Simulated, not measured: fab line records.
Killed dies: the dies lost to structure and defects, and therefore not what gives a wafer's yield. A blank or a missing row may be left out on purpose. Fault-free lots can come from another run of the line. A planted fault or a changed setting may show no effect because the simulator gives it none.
A struck lot beside a sound one + flow sfq_line + 24 steps out of a route of 325
Sound: wafers L291.1, L291.4, L291.5. Struck: wafers L304.1, L304.4, L304.5. The cause is given at the end.
Order at every step that has rows: each side's tool, ch and its chambers, its first start. Under that, the readings that differ: sound wafers + struck wafers + difference of the means + sigmas: that difference in standard deviations of wafers without a fault.
alike: readings whose means differ by less than 2 such deviations, and words and numbers that are the same on both sides. not compared: withheld readings, readings that some wafer has no value for, bounds like >300 that may hide the same value, and numbers for which the record gives no deviation and whose values overlap.
Wherever a step has rows on one side only, a row that says differs or no value, or a row with sigmas, the two part there. Non-overlapping numbers with no deviation appear without sigmas and do not part them. A reading missing from all wafers of one side parts the sides only when that side holds two or more wafers.

first, 1 step without rows for these wafers: SFQ_TRILAYER_M0_STRIP_SOLV_CLEAN_026 (cleans in NMP, time 600 s).
SFQ_TRILAYER_I0_DEP_PECVD_027: deposits SiO2 from SiH4/N2O, time 111.11 s, target thk 500 nm.
  sound on pecvd-02 ch 1,2, day 14 22:01; struck on pecvd-01 ch 0,1, day 20 03:52
  alike: heater_power_w, throttle_valve_pct
  not compared: since_wet_clean_h
SFQ_TRILAYER_I0_CMP_CMP_028: polishes SiO2.
  sound on cmp-02 ch 1,2, day 14 23:18; struck on cmp-02 ch 1,2, day 21 04:07
  alike: motor_current_A, time_to_endpoint_s
SFQ_I0_BOW_MEAS_907:
  sound on film_metro-02, day 15 02:18; struck on film_metro-02, day 21 07:07
  alike: I0_BOW
SFQ_TRILAYER_I0_METRO_MEASURE_029:
  sound on film_metro-02, day 15 02:25; struck on film_metro-02, day 21 07:14
  alike: thk_nm
then, 6 steps without rows for these wafers: SFQ_TRILAYER_I0_VIA_LITHO_COAT_036 (resist thk 62 nm); SFQ_TRILAYER_I0_VIA_LITHO_COAT_031 (resist thk 650 nm); SFQ_TRILAYER_I0_VIA_LITHO_SOFTBAKE_035; SFQ_TRILAYER_I0_VIA_LITHO_EXPOSE_032 (exposes mask I0, target cd 500 nm); SFQ_TRILAYER_I0_VIA_LITHO_PEB_034 (peb time 60 s); SFQ_TRILAYER_I0_VIA_LITHO_DEVELOP_033 (time 60 s).
-- the record jumps here: 7 days lie between the struck wafers' starts before and after --
SFQ_I0_OVL_MEAS_908:
  sound on overlay-01, day 21 02:52; struck on overlay-02, day 28 01:00
  alike: I0_OVL
SFQ_TRILAYER_I0_VIA_BARC_OPEN_VIA_ETCH_046: etches BARC in O2, target depth 125 nm, time 41.7 s.
  sound on rie_diel-04 ch 1,2, day 21 02:54; struck on rie_diel-03 ch 0,1,2, day 28 01:02
  no value came back on the struck wafers for bias_w (W), chamber_pressure_mTorr (mTorr), drypump_motor_current_A (A), oes_product_au (a.u.); on the sound wafers bias_w (W) reads 80.15 79.90 80.01
| reading                                                 | sound           | struck            | difference | sigmas |
|---------------------------------------------------------|-----------------|-------------------|------------|--------|
| model.KrF_of_TRILAYER_I0_VIA_LITHO_COAT_031.thk_nm (nm) | 572.6 572.7 573 | 627.8 628.8 628.2 | +55.5      |        |
  not compared: rf_hours_counter_h
SFQ_TRILAYER_I0_VIA_ETCH_VIA_ETCH_034: etches SiO2 in CHF3, stops on Nb, target depth 260 nm.
  sound on rie_diel-04 ch 1,2, day 21 02:56; struck on rie_diel-03 ch 0,1,2, day 28 01:05
| reading                                                 | sound             | struck            | difference | sigmas |
|---------------------------------------------------------|-------------------|-------------------|------------|--------|
| oes_product_au (a.u.)                                   | 0.871 0.857 0.858 | 0.368 0.378 0.384 | -0.485     | -81    |
| model.KrF_of_TRILAYER_I0_VIA_LITHO_COAT_031.thk_nm (nm) | 528.1 528.1 528.4 | 583.3 583.9 582.6 | +55.1      |        |
  alike: bias_w, chamber_pressure_mTorr, drypump_motor_current_A
SFQ_TRILAYER_I0_VIA_STRIP_STRIP_035: strips in O2.
  sound on rie_metal-04 ch 0,1, day 21 03:04; struck on rie_metal-02 ch 0,1, day 28 01:11
  alike: chamber_pressure_mTorr, drypump_motor_current_A, oes_product_au
  not compared: rf_hours_counter_h
then, 2 steps without rows for these wafers: SFQ_TRILAYER_I0_VIA_STRIP_SOLV_CLEAN_036 (cleans in NMP, time 600 s); SFQ_TRILAYER_M1_DEP_PRE_CLEAN_038 (time 22.5 s).
SFQ_TRILAYER_M1_DEP_SPUTTER_037: material Nb, target thk 200 nm, time 133.3 s.
  sound on pvd_sputter-04, day 21 03:52; struck on pvd_sputter-04, day 28 02:00
  alike: cathode_dc_power_W, throttle_valve_pct
SFQ_M1_RS_MEAS_909: uses a four-point probe to measure.
  sound on film_metro-02, day 21 03:57; struck on film_metro-02, day 28 02:05
  alike: M1_NB_RS
then, 3 steps without rows for these wafers: SFQ_TRILAYER_M1_LITHO_COAT_044 (resist thk 62 nm); SFQ_TRILAYER_M1_LITHO_COAT_039 (resist thk 600 nm); SFQ_TRILAYER_M1_LITHO_SOFTBAKE_043.
-- the record jumps here: 6 days lie between the struck wafers' starts before and after --
SFQ_TRILAYER_M1_LITHO_EXPOSE_040: exposes mask M1, target cd 500 nm.
  struck on krf_scanner-02, day 34 11:10; sound on krf_scanner-01 ch 0, day 27 16:18
  no value came back on the struck wafers for exposure_dose_mJ_cm2, focus_offset_nm (nm); on the sound wafers exposure_dose_mJ_cm2 reads 14.387 14.416 14.406
  alike: mask
then, 1 step without rows for these wafers: SFQ_TRILAYER_M1_LITHO_PEB_042 (peb time 60 s).

== WHERE THEY PART ==
First at SFQ_TRILAYER_I0_VIA_BARC_OPEN_VIA_ETCH_046; last, within this record, at SFQ_TRILAYER_M1_LITHO_EXPOSE_040.

WHY: whatever the simulator had introduced
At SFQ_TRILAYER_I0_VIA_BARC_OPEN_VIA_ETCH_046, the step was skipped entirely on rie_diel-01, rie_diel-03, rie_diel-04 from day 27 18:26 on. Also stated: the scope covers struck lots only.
